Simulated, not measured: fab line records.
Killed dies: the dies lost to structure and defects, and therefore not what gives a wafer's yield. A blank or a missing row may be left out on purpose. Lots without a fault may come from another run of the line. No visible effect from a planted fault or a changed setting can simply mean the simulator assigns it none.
Which tool was responsible? | flow sky130 | route of 708 steps, sampled at 1 step: 6 lots, 18 wafers

== WHAT THE GAUGES SHOWED, per wafer ==
SKY_CONTACT_THK_MEAS_01.
lot  | measured     | on            | CONTACT_CVD_00_THK (nm)
L716 | day 31 15:29 | film metro-04 | 74.6 74.9 76.4
L723 | day 33 19:55 | film metro-03 | 74.0 73.4 74.2
L729 | day 35 16:44 | film metro-03 | 75.2 74.4 76.3
L732 | day 36 10:54 | film metro-04 | 75.4 76.7 76.6
L733 | day 36 15:04 | film metro-04 | 75.9 75.3 74.9
L735 | day 37 11:31 | film metro-04 | 74.8 74.5 75.3

== WHICH TOOL RAN EACH LOT (tool, then ch and the chambers of the sampled wafers, then the start) ==
Record: no process step prior to these readings.

== THE ANSWER, worked out from the rows above alone ==
Rule: what is usual is taken from the lots themselves. Put in order of their means at a reading, lots are off if they are a third of the lots or fewer, leave a main group of 4 or more, and stand apart from it by a gap of 3 or more times the standard deviation of the main group's means; of several such gaps the widest counts. The tables above print the reading to a certain number of digits; a main group whose means all agree to those digits is not used. A lot without any number at a reading at which 4 lots or more have one is off too. Any other lot the step has rows for is counted as sound.
None of the lots is off at any reading shown; this tells nothing.

== WHAT THE SIMULATOR HAD PUT IN ==
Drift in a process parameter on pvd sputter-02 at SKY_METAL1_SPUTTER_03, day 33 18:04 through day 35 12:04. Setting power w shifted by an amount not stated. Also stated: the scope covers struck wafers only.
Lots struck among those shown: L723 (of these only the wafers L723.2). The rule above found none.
